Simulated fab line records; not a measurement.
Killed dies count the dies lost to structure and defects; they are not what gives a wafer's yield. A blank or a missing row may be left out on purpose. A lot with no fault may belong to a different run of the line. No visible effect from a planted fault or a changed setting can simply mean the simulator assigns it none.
fab line records	flow sky130
[record] lots = 6	wafers = 18	lastDay = 50
route steps=708 shown VIA2@523 METAL3@532 PAD_OPEN@708
lots untouched by any fault: they come from a run of this same line in which no faults occurred
startH: start of the lot's first displayed wafer, in hours after the record's first day	waitH: time in hours since the lot's previous step	" as in the row above	L1.1+2: a single row standing in for several wafers	- value missing, or start not given	* or withheld: withheld	< > ~ a bound
route shown NAME@n: a module of which the file shows steps, and the number in the route of the first	usual: mean/standard deviation taken from wafers without a fault	same: alike in all rows	chamber/n: place in a boat	sites: the reading at each site	_std_site: the standard deviation of these	_edge_site: mean of outer sites minus mean of inner sites	radiusMm: for every site, how far away it sits from the centre of the wafer	mask NAME#n: copy n	behind: the last tool/chamber to shape the wafer	hold: reason for holding the lot/hours on hold/outcome of the hold	device: the transistor (n, p or np) that didn't switch	end of line: at the end of the route, the tests of the same wafers	a step with no rows: only its recipe	killed: count of dies lost to structure and defects at first sort (not the wafer's yield)	map: the dies of a wafer, with x for killed, . for not killed, _ for no die there
set.NAME: setting as actually run; set.NAME@STEP: the setting as run at that earlier step	model.NAME: the simulator's own value behind a step, which no gauge read
a table for each step, a row for each wafer; lots at some steps of the route
services: a tool's chamber out of use, with start hour (startH, from the record's first day; less than 0 if before it), hours out, and reason
[[steps]]
[step SKY_VIA2_STRIP_16]
[recipe] chemistry = O2/N2	powerW = 1400	pressureMtorr = 1500	platenTempC = withheld	o2FlowSccm = 3000	n2FlowSccm = 300	overashFraction = 0.5
[usual] drypumpMotorCurrentA = 5.6/0.38	oesProductAu = 0.402/0.0041	stripTimeToEndpointS = 4.139/0.019
lot.wafer	tool	chamber	startH	waitH	drypumpMotorCurrentA	oesProductAu	rfHoursCounterH	stripTimeToEndpointS
L682.2	plasmaAsher-04	0	912.47	0.0	5.8	0.406	16	4.158
L682.5	"	0	"	"	5.8	0.399	-	4.125
L682.6	"	1	"	"	5.8	0.399	-	4.131
L687.1	plasmaAsher-02	0	940.82	0.0	6.0	0.401	51	4.138
L687.2	"	1	"	"	5.0	0.401	51	4.135
L687.3	"	1	"	"	5.0	0.399	-	4.141
L694.1	plasmaAsher-02	1	990.14	0.0	5.0	0.405	56	4.136
L694.2	"	0	"	"	6.0	0.403	56	4.140
L694.6	"	0	"	"	6.0	0.404	-	4.141
L693.2	plasmaAsher-01	1	990.92	0.0	5.9	0.404	118	4.129
L693.4	"	1	"	"	5.9	0.400	-	4.121
L693.6	"	0	"	"	5.5	0.400	-	4.118
L692.2	plasmaAsher-02	0	991.44	0.0	6.0	0.406	56	4.148
L692.3	"	1	"	"	5.0	0.403	-	4.118
L692.4	"	0	"	"	6.0	0.401	-	4.131
L699.4	plasmaAsher-02	0	1032.06	0.0	6.0	0.399	-	4.138
L699.5	"	1	"	"	5.0	0.402	-	4.147
L699.6	"	0	"	"	6.0	0.406	-	4.162
[step SKY_VIA2_STRIP_17]
[recipe] chemistry = postEtchResidueRemover	timeS = 1200	tempC = 72.5
[step SKY_VIA2_CLEAN_18]
[recipe] chemistry = IPA	timeS = 180	tempC = 25
[step SKY_VIA2_CLEAN_19]
[recipe] chemistry = O3/DIW	dry = n2Spin
[step SKY_VIA2_SPUTTER_20]
[recipe] material = TiN	targetThkNm = 20	chamberPressurePa = 5	powerW = 4000	timeS = 80
[step SKY_VIA2_CVD_21]
[recipe] material = W	targetThkNm = 420	timeS = 126.4	tempC = 400	pressureTorr = 40
[usual] heaterPowerW = 740/70
lot.wafer	tool	chamber	startH	waitH	heaterPowerW
L682.2	cvdW-02	1	913.12	0.0	827
L682.5	"	1	"	"	844
L682.6	"	0	"	"	691
L687.1	cvdW-02	1	941.52	0.0	844
L687.2	"	0	"	"	667
L687.3	"	1	"	"	857
L694.1	cvdW-01	1	990.81	0.1	736
L694.2	"	0	"	"	715
L694.6	"	0	"	"	716
L693.2	cvdW-01	0	991.57	0.0	710
L693.4	"	0	"	"	712
L693.6	"	1	"	"	689
L692.2	cvdW-01	1	992.19	0.1	696
L692.3	"	0	"	"	721
L692.4	"	1	"	"	694
L699.4	cvdW-01	1	1032.72	0.1	698
L699.5	"	1	"	"	703
L699.6	"	0	"	"	719
[step SKY_VIA2_RS_MEAS_22]
[recipe] thkMeasGauge = four-point-probe	reads = W_of_VIA2_CVD_21+TiN_of_VIA2_SPUTTER_20
[usual] VIA2_W_RS = 0.273/0.0033
lot.wafer	tool	chamber	startH	waitH	VIA2_W_RS[ohm/sq]
L682.2	filmMetro-04	-	913.27	0.1	0.277
L682.5	"	-	"	"	0.276
L682.6	"	-	"	"	0.274
L687.1	filmMetro-03	-	941.65	0.1	0.276
L687.2	"	-	"	"	0.275
L687.3	"	-	"	"	0.275
L694.1	filmMetro-03	-	990.94	0.1	0.272
L694.2	"	-	"	"	0.268
L694.6	"	-	"	"	0.265
L693.2	filmMetro-03	-	991.72	0.1	0.271
L693.4	"	-	"	"	0.270
L693.6	"	-	"	"	0.269
L692.2	filmMetro-01	-	992.34	0.1	0.274
L692.3	"	-	"	"	0.273
L692.4	"	-	"	"	0.273
L699.4	filmMetro-04	-	1032.87	0.1	0.276
L699.5	"	-	"	"	0.273
L699.6	"	-	"	"	0.271
[step SKY_VIA2_THK_MEAS_23]
[recipe] thkMeasGauge = xrf	reads = W_of_VIA2_CVD_21
[usual] VIA2_W_THK = 424/6.7
lot.wafer	tool	chamber	startH	waitH	VIA2_W_THK[nm]
L682.2	filmMetro-04	-	913.38	0.1	416
L682.5	"	-	"	"	413
L682.6	"	-	"	"	417
L687.1	filmMetro-03	-	941.77	0.1	416
L687.2	"	-	"	"	416
L687.3	"	-	"	"	420
L694.1	filmMetro-03	-	991.06	0.1	425
L694.2	"	-	"	"	428
L694.6	"	-	"	"	435
L693.2	filmMetro-03	-	991.83	0.1	428
L693.4	"	-	"	"	427
L693.6	"	-	"	"	430
L692.2	filmMetro-01	-	992.45	0.1	427
L692.3	"	-	"	"	428
L692.4	"	-	"	"	426
L699.4	filmMetro-04	-	1032.96	0.1	407
L699.5	"	-	"	"	415
L699.6	"	-	"	"	416
[step SKY_VIA2_CMP_24]
[recipe] stopOn = SiO2	tOverpolishS = 20	downForcePsi = 3.5	platenRpm = 60	targetThkNm = 0	padVelocityMS = 0.94248
[step SKY_METAL3_SPUTTER_00]
[recipe] material = Ti	targetThkNm = 15	powerW = 3000	timeS = 10	chamberPressurePa = 0.4
[usual] throttleValvePct = 29.8/1.3
lot.wafer	tool	chamber	startH	waitH	throttleValvePct
L682.2	pvdSputter-03	-	913.73	0.1	32.0
L682.5	"	-	"	"	31.8
L682.6	"	-	"	"	29.5
L687.1	pvdSputter-03	-	942.13	0.2	30.2
L687.2	"	-	"	"	29.4
L687.3	"	-	"	"	27.8
L694.1	pvdSputter-03	-	993.69	0.2	29.4
L694.2	"	-	"	"	31.9
L694.6	"	-	"	"	29.2
L693.2	pvdSputter-03	-	994.29	0.1	30.2
L693.4	"	-	"	"	28.0
L693.6	"	-	"	"	29.4
L692.2	pvdSputter-04	-	994.88	0.2	27.1
L692.3	"	-	"	"	30.8
L692.4	"	-	"	"	30.2
L699.4	pvdSputter-04	-	1033.29	0.1	27.0
L699.5	"	-	"	"	30.9
L699.6	"	-	"	"	27.0
[step SKY_METAL3_SPUTTER_01]
[recipe] material = TiN	targetThkNm = 20	powerW = 6500	timeS = 16.7	chamberPressurePa = 0.4
[usual] throttleValvePct = 29.8/1.3
lot.wafer	tool	chamber	startH	waitH	throttleValvePct
L682.2	pvdSputter-03	-	913.76	0.0	31.9
L682.5	"	-	"	"	31.8
L682.6	"	-	"	"	29.3
L687.1	pvdSputter-03	-	942.15	0.0	30.3
L687.2	"	-	"	"	29.4
L687.3	"	-	"	"	27.7
L694.1	pvdSputter-03	-	993.72	0.0	29.4
L694.2	"	-	"	"	32.1
L694.6	"	-	"	"	29.2
L693.2	pvdSputter-03	-	994.32	0.0	30.1
L693.4	"	-	"	"	27.7
L693.6	"	-	"	"	29.4
L692.2	pvdSputter-04	-	994.90	0.0	27.4
L692.3	"	-	"	"	30.8
L692.4	"	-	"	"	30.2
L699.4	pvdSputter-04	-	1033.31	0.0	27.1
L699.5	"	-	"	"	30.8
L699.6	"	-	"	"	27.1
[step SKY_METAL3_SPUTTER_02]
[recipe] material = AlCu	targetThkNm = 735	powerW = 10600	timeS = 39.1	chamberPressurePa = 0.4
[usual] throttleValvePct = 29.8/1.3
lot.wafer	tool	chamber	startH	waitH	throttleValvePct
L682.2	pvdSputter-03	-	913.78	0.0	31.8
L682.5	"	-	"	"	31.7
L682.6	"	-	"	"	29.3
L687.1	pvdSputter-03	-	942.17	0.0	30.3
L687.2	"	-	"	"	29.5
L687.3	"	-	"	"	27.9
L694.1	pvdSputter-03	-	993.74	0.0	29.3
L694.2	"	-	"	"	32.0
L694.6	"	-	"	"	29.3
L693.2	pvdSputter-03	-	994.34	0.0	30.2
L693.4	"	-	"	"	28.1
L693.6	"	-	"	"	29.1
L692.2	pvdSputter-04	-	994.92	0.0	27.2
L692.3	"	-	"	"	30.8
L692.4	"	-	"	"	30.1
L699.4	pvdSputter-04	-	1033.33	0.0	27.0
L699.5	"	-	"	"	30.7
L699.6	"	-	"	"	27.2
[step SKY_METAL3_SPUTTER_03]
[recipe] material = Ti	targetThkNm = 5	powerW = 3000	timeS = 3.3	chamberPressurePa = 0.4
[usual] throttleValvePct = 29.8/1.3
lot.wafer	tool	chamber	startH	waitH	throttleValvePct	model.Ti_of_METAL3_SPUTTER_03.thkNm
L682.2	pvdSputter-03	-	913.82	0.0	31.8	4.885
L682.5	"	-	"	"	31.8	4.858
L682.6	"	-	"	"	29.2	4.829
L687.1	pvdSputter-03	-	942.21	0.0	30.2	4.951
L687.2	"	-	"	"	29.5	4.958
L687.3	"	-	"	"	27.9	4.863
L694.1	pvdSputter-03	-	993.78	0.0	29.2	4.59
L694.2	"	-	"	"	32.0	4.6
L694.6	"	-	"	"	29.5	4.623
L693.2	pvdSputter-03	-	994.38	0.0	30.3	4.613
L693.4	"	-	"	"	27.7	4.569
L693.6	"	-	"	"	29.6	4.563
L692.2	pvdSputter-04	-	994.96	0.0	27.1	4.926
L692.3	"	-	"	"	30.9	4.83
L692.4	"	-	"	"	29.7	4.912
L699.4	pvdSputter-04	-	1033.37	0.0	27.4	4.999
L699.5	"	-	"	"	30.5	4.835
L699.6	"	-	"	"	27.1	4.978
[step SKY_METAL3_SPUTTER_04]
[recipe] material = TiN	targetThkNm = 70	powerW = 6500	timeS = 58.3	chamberPressurePa = 0.4
[step SKY_PAD_OPEN_PROBE_99]
[usual] defectLimitedYield = 82.5/1.9	killed_at_M0_to_M3 = 44/7.2	killed_at_M4_up = 3.0/1.8	killedAtContacts = 24/5.4	killedAtFrontEnd = 14/4.4	killedAtOther = 0.4/0.64	killedDies = 86/9.4	killedOpen = 47/7.7	killedShort = 39/5.8	sort_bin_3_pad_short = 0.9/0.38	sort_bin_5_function = 10.3/1.4	sort_bin_6_memory = 6.4/1.2	sortNPass = 406/9.4	sortYieldPct = 82.5/1.9
[same] grossDies = 492	killedAtBackSide = 0	sort_bin_4_leakage[%] = 0	sort_bin_8_speed[%] = 0
lot.wafer	tool	chamber	startH	waitH	defectLimitedYield[%]	killed_at_M0_to_M3	killed_at_M4_up	killedAtContacts	killedAtFrontEnd	killedAtOther	killedDies	killedOpen	killedShort	sort_bin_3_pad_short[%]	sort_bin_5_function[%]	sort_bin_6_memory[%]	sortNPass	sortYieldPct[%]
L694.1	prober-02	-	1185.24	0.1	82.7	45	4	26	10	0	85	39	46	0.6	10.0	6.7	407	82.7
L694.2	prober-02	-	1185.29	0.1	83.5	42	3	21	15	0	81	40	41	1.0	10.0	5.5	411	83.5
L694.6	prober-02	-	1185.49	0.2	83.5	41	4	26	10	0	81	49	32	0.6	8.7	7.1	411	83.5
L693.2	prober-01	-	1186.77	0.1	83.3	38	3	29	12	0	82	45	37	0.6	9.1	6.9	410	83.3
L693.4	prober-01	-	1186.87	0.2	87.6	35	5	11	10	0	61	30	28	1.0	7.9	3.5	431	87.6
L693.6	prober-01	-	1186.97	0.2	84.1	40	2	21	15	0	78	27	49	1.0	8.5	6.3	414	84.1
// killed by level:class
L694.1 LI_CONTACT:geometricParticle:open=12 METAL2:geometricParticle:short=7 CONTACT:geometricParticle:open=6 METAL1:geometricParticle:short=6 VIA1:geometricParticle:open=6 VIA3:geometricParticle:open=6 VIA1:geometricParticle:short=5 VIA3:geometricParticle:short=5
L694.2 CONTACT:geometricParticle:open=8 VIA1:geometricParticle:open=7 LI_CONTACT:geometricParticle:open=6 METAL1:geometricParticle:short=6 METAL2:geometricParticle:short=5 VIA1:geometricParticle:short=5 VIA3:geometricParticle:open=5 POLY_GATE:geometricParticle:open=4
L694.6 CONTACT:geometricParticle:open=10 VIA1:geometricParticle:open=10 VIA2:geometricParticle:open=8 VIA3:geometricParticle:open=7 LI_CONTACT:geometricParticle:open=6 METAL2:geometricParticle:short=5 LOCAL_INTERCONNECT:geometricParticle:short=4 VIA2:geometricParticle:short=4
L693.2 CONTACT:geometricParticle:open=12 LI_CONTACT:geometricParticle:open=8 VIA1:geometricParticle:open=8 CONTACT:geometricParticle:short=7 METAL1:geometricParticle:short=7 VIA2:geometricParticle:open=5 FIELD_ISO:geometricParticle:short=4 VIA3:geometricParticle:short=4
L693.4 VIA1:geometricParticle:open=8 METAL2:geometricParticle:short=5 VIA1:geometricParticle:short=4 VIA2:geometricParticle:open=4 FIELD_ISO:geometricParticle:short=3 POLY_GATE:geometricParticle:open=3 LI_CONTACT:geometricParticle:open=3 LOCAL_INTERCONNECT:geometricParticle:short=3
L693.6 METAL2:geometricParticle:short=7 LOCAL_INTERCONNECT:geometricParticle:short=6 VIA3:geometricParticle:open=6 VIA1:geometricParticle:open=5 CONTACT:geometricParticle:open=5 CONTACT:geometricParticle:short=5 METAL1:geometricParticle:short=5 VIA1:geometricParticle:short=5
[[services]]
tool	chamber	startH	hours	kind
cvdW-01	-	904.06	14.0	pm
cvdW-01	0	904.06	14.0	ventCycle
cvdW-01	1	904.06	14.0	ventCycle
plasmaAsher-04	-	909.60	2.8	pm
plasmaAsher-01	-	914.66	2.6	repair
cvdW-01	0	918.06	-	clean
cvdW-01	1	918.06	-	clean
pvdSputter-04	-	925.17	3.5	repair
pvdSputter-03	0	950.78	-	consumableReplace:kit
pvdSputter-03	0	950.78	18.0	scheduledDown
pvdSputter-03	0	950.78	18.0	ventCycle
pvdSputter-03	-	969.74	1.6	repair
cvdW-02	-	979.00	2.8	pm
cvdW-02	-	981.99	28.1	pm
pvdSputter-04	3	996.26	-	consumableReplace:kit
pvdSputter-04	3	996.26	18.0	scheduledDown
pvdSputter-04	3	996.26	18.0	ventCycle
cvdW-01	-	1009.18	0.9	repair
pvdSputter-03	-	1025.82	4.5	repair
[[key]]
firstSign none at tools or gauges
[modelEffect] step = SKY_METAL3_SPUTTER_03	value = Ti_of_METAL3_SPUTTER_03.thkNm	without = 5.079	struck = 4.593
metAt SKY_METAL3_SPUTTER_03
struckWafers L693.2,L693.4,L693.6,L694.1,L694.2,L694.6
onsetBetween 942.21 993.78
alsoFits SKY_METAL3_SPUTTER_00:pvdSputter-03,SKY_METAL3_SPUTTER_01:pvdSputter-03,SKY_METAL3_SPUTTER_02:pvdSputter-03
[fault] kind = processParameterDrift	tool = pvdSputter-03	chamber = -	onsetH = 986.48	steps = SKY_METAL3_SPUTTER_03	channel = timeS	offset = *	shape = step	endH = 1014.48	actsIn = *	stated = *
